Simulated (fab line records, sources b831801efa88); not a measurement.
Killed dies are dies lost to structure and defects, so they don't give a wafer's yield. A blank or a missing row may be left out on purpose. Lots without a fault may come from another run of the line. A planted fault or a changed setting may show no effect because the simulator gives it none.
One fault seen from 2 desks | flow sky130 | each desk has only its own numbers; what lay behind them comes last

THE METROLOGY DESK
What the gauges read, lot by lot, whatever tool the lot ran on: means of the sampled wafers that have a number. A lot is out of limits, marked OUT, if its mean lies more than 4 standard deviations from the usual mean; the brackets give that distance.
Columns: A = CONTACT_W_RS at SKY_CONTACT_RS_MEAS_25, usual 0.340 ohm/sq
lot  | first seen here | A
L714 | day 31 22:18    | 0.337
L716 | day 33 11:55    | 0.340
L717 | day 33 20:01    | 0.340
L718 | day 34 04:41    | 0.338
L720 | day 34 13:40    | 0.343
L723 | day 35 09:08    | 0.337
L722 | day 35 12:19    | 0.336
L724 | day 35 16:10    | 0.342
L727 | day 36 19:52    | 0.343
L730 | day 37 07:04    | 0.337
L733 | day 38 06:05    | 0.339
L736 | day 38 21:49    | 0.338
This desk's finding: nothing out of limits on any of the 12 lots.

THE TOOL OWNER'S DESK: litho_track-01
The tool's own readings at SKY_POLY_GATE_DEVELOP_12 (develop time 60 s): means of the sampled wafers that have a number, for each lot that ran on this tool. A lot is out of limits, marked OUT, if its mean lies more than 4 standard deviations from the usual mean; the brackets give that distance.
Columns: A = chill_plate_temp_C at SKY_POLY_GATE_DEVELOP_12, usual 22.99 C
lot  | first seen here | A
L716 | day 18 11:00    | 23.04
L717 | day 18 16:00    | 22.94
L720 | day 19 09:00    | 22.95
L723 | day 20 15:00    | 22.92
L724 | day 20 17:00    | 23.09
L727 | day 22 06:00    | 22.95
L730 | day 22 21:00    | 23.12
This desk's finding: nothing out of limits on any of the 7 lots.

PUT TOGETHER
The metrology desk saw nothing out of limits.
The tool owner's desk saw nothing out of limits.

WHAT THE SIMULATOR HAD PUT IN
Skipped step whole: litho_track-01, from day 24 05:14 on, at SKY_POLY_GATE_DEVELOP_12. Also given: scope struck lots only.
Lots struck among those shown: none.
